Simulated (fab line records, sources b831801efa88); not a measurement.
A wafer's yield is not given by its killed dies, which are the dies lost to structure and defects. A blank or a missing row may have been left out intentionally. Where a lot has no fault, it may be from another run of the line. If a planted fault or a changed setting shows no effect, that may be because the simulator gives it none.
Code-filled problem report in 8D (eight disciplines) form || flow sky130 || the parts of the form that need people (team, actions taken, sign-off) are left out

1. THE ISSUE
At SKY_METAL4_METAL_ETCH_18, rf fwd power W averages 752.0 W over 3 wafers from 2 lots, while fault-free wafers read 897.1 W, standard deviation 2.8. Measured from the usual mean, that is -52 standard deviations.
The step: etches the open film in Cl2/BCl3, stops on SiO2, target depth 845 nm, time 183.1 s.
Seen first at day 42 06:23 on rie metal-04, wafer L685.4. The record has a number at this step for 30 wafers belonging to 10 lots. The rule behind "out" and "out of limits": a value lying over 4 standard deviations away from the usual mean. All remaining wafers that have a number are taken as sound.

2. WHAT IT IS; WHAT IT IS NOT
{"question": "which readings at this step", "is": "rf fwd power W", "is not": "drypump motor current A, he backside leak sccm, throttle valve pct"}
{"question": "which lots", "is": "L685, L686", "is not": "L683, L687, L691, L696, L700, L701, L702, L704"}
{"question": "which wafers of those lots", "is": "L685.4, L686.1, L686.5", "is not": "L685.1, L685.5, L686.2"}
{"question": "read on which tools", "is": "rie metal-04", "is not": "rie metal-01, rie metal-02"}
{"question": "when", "is": "from day 42 06:23", "is not": "up to then (5 sound wafers); but 22 sound wafers of L686, L687, L691, L696, L700, L701, L702, L704 came after"}

3. THE SUSPECTS, EACH WITH WHAT RULES IT OUT
Counting: any tool at a process step up to the reading remains a suspect provided it ran every lot that is out. Sound lots after the first of them don't rule it out here, since some wafers of a struck lot are sound.
- rie metal-04 at SKY_METAL4_METAL_ETCH_18 (etches the open film in Cl2/BCl3, stops on SiO2, target depth 845 nm, time 183.1 s): kept. It ran every lot that is out, first L685 (day 42 06:23); its last sound lot up to then is L683 (day 41 13:55). Its own rf fwd power W readings are out on those wafers.
- At SKY_METAL4_METAL_ETCH_18 on rie metal-04, chamber 0 took the sound wafers of the same lots and chamber 1 took the wafers that are out.
Remaining after the count: rie metal-04 at SKY_METAL4_METAL_ETCH_18.

4. THE CAUSE (what the simulator had put in)
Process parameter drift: rie metal-04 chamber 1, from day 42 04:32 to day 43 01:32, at SKY_METAL4_METAL_ETCH_18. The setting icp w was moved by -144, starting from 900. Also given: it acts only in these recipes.
This tool alone remained once counting was done.

5. SEQUENCE OF EFFECTS, ordered by route
Rows list readings where the struck wafers' mean (over those with a number) sits beyond 3 standard deviations from the usual. Only readings whose record carries a usual standard deviation are examined. hours: median over the lots of the time between each lot's start at the first step of this table that gives one and its start at this step. sigmas: the change, counted in usual standard deviations.
{"hours": 0, "step": "SKY_METAL4_METAL_ETCH_18", "reading": "rf fwd power W", "usual": "897.1 W", "on struck wafers": 752.0, "change": -145.1, "sigmas": -52}
{"hours": 0, "step": "SKY_METAL4_STRIP_19", "reading": "oes product au", "usual": "0.500 a.u.", "on struck wafers": 0.526, "change": "+0.026", "sigmas": "+3.9"}
{"hours": 0, "step": "SKY_METAL4_STRIP_19", "reading": "strip time to endpoint s", "usual": "6.47 s", "on struck wafers": 7.11, "change": "+0.64", "sigmas": "+6.8"}
Process steps it contains:
- SKY_METAL4_METAL_ETCH_18: etches the open film in Cl2/BCl3, stops on SiO2, target depth 845 nm, time 183.1 s.
- SKY_METAL4_STRIP_19: strips in O2/N2.

6. HOW IT WOULD HAVE BEEN CAUGHT EARLIER
In this record the first reading out of limits was taken at day 42 06:23, 2 hours after the fault began at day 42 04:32.
